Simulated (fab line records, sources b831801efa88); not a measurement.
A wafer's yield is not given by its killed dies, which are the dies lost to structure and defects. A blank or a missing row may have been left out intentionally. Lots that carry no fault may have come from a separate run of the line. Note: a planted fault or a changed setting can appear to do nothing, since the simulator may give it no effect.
Matching of chambers / flow gf180mcu / 3 sister chambers for GF_PASSIVATION_CVD_00 on pecvd-02
The step deposits SiO2 from TEOS, target thk 1000 nm, time 111.95 s. 16 wafers are shown with their chamber, then 8 later ones without.

## WAFERS WITH THEIR CHAMBER
wafer=L812.1; chamber=2; heaterPowerW (W)=715; susceptorTempC (C)=400.08
wafer=L812.2; chamber=0; heaterPowerW (W)=588; susceptorTempC (C)=399.87
wafer=L812.6; chamber=1; heaterPowerW (W)=701; susceptorTempC (C)=399.87
wafer=L815.2; chamber=2; heaterPowerW (W)=699; susceptorTempC (C)=400.14
wafer=L815.4; chamber=1; heaterPowerW (W)=557; susceptorTempC (C)=400.20
wafer=L815.5; chamber=0; heaterPowerW (W)=471; susceptorTempC (C)=399.91
wafer=L816.2; chamber=1; heaterPowerW (W)=685; susceptorTempC (C)=400.01
wafer=L816.3; chamber=0; heaterPowerW (W)=527; susceptorTempC (C)=399.94
wafer=L816.6; chamber=2; heaterPowerW (W)=806; susceptorTempC (C)=400.23
wafer=L825.2; chamber=2; heaterPowerW (W)=799; susceptorTempC (C)=400.03
wafer=L825.5; chamber=2; heaterPowerW (W)=671; susceptorTempC (C)=400.11
wafer=L825.6; chamber=0; heaterPowerW (W)=597; susceptorTempC (C)=399.72
wafer=L826.2; chamber=2; heaterPowerW (W)=741; susceptorTempC (C)=399.98
wafer=L826.4; chamber=0; heaterPowerW (W)=559; susceptorTempC (C)=400.09
wafer=L826.6; chamber=2; heaterPowerW (W)=768; susceptorTempC (C)=400.30
wafer=L828.4; chamber=1; heaterPowerW (W)=697; susceptorTempC (C)=400.00

SIGNATURES (averages over the wafers above)
reading=heaterPowerW; chamber 0=548.40; chamber 1=660.00; chamber 2=742.71; scatter within a chamber=55.8
reading=susceptorTempC; chamber 0=399.9060; chamber 1=400.0200; chamber 2=400.1243; scatter within a chamber=0.124
Rule: for each reading, subtract the chamber's mean from the wafer's reading, divide by that reading's scatter and square the result; add these up over the readings and take the root, which gives the wafer's distance from the chamber. The wafer belongs to the nearest chamber; if the next one is less than 2 further off, it can't be placed. The scatter: take each reading less its chamber's mean, square it, sum over the shown wafers, divide by the number of wafers less the number of chambers, and take the root.

## WAFERS WITH NO CHAMBER GIVEN
wafer=L828.5; heaterPowerW (W)=471; susceptorTempC (C)=399.99
wafer=L828.6; heaterPowerW (W)=661; susceptorTempC (C)=399.86
wafer=L831.2; heaterPowerW (W)=596; susceptorTempC (C)=400.09
wafer=L831.4; heaterPowerW (W)=484; susceptorTempC (C)=399.85
wafer=L831.6; heaterPowerW (W)=632; susceptorTempC (C)=399.82
wafer=L832.2; heaterPowerW (W)=607; susceptorTempC (C)=400.26
wafer=L832.5; heaterPowerW (W)=464; susceptorTempC (C)=400.29
wafer=L832.6; heaterPowerW (W)=624; susceptorTempC (C)=399.91

## WHICH CHAMBER EACH WENT THROUGH
wafer=L828.5; from the rows above=can't be placed: 0 or 1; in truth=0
wafer=L828.6; from the rows above=can't be placed: 1 or 0 or 2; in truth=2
wafer=L831.2; from the rows above=can't be placed: 1 or 0 or 2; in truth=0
wafer=L831.4; from the rows above=0; in truth=0
wafer=L831.6; from the rows above=can't be placed: 0 or 1 or 2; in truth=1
wafer=L832.2; from the rows above=can't be placed: 1 or 2 or 0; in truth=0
wafer=L832.5; from the rows above=can't be placed: 0 or 1 or 2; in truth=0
wafer=L832.6; from the rows above=can't be placed: 1 or 0 or 2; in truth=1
Correct placement for 1 of the 8. Cannot be placed on the basis of these rows: 7; the candidates contain the true chamber in 7. Placed wrongly: 0.
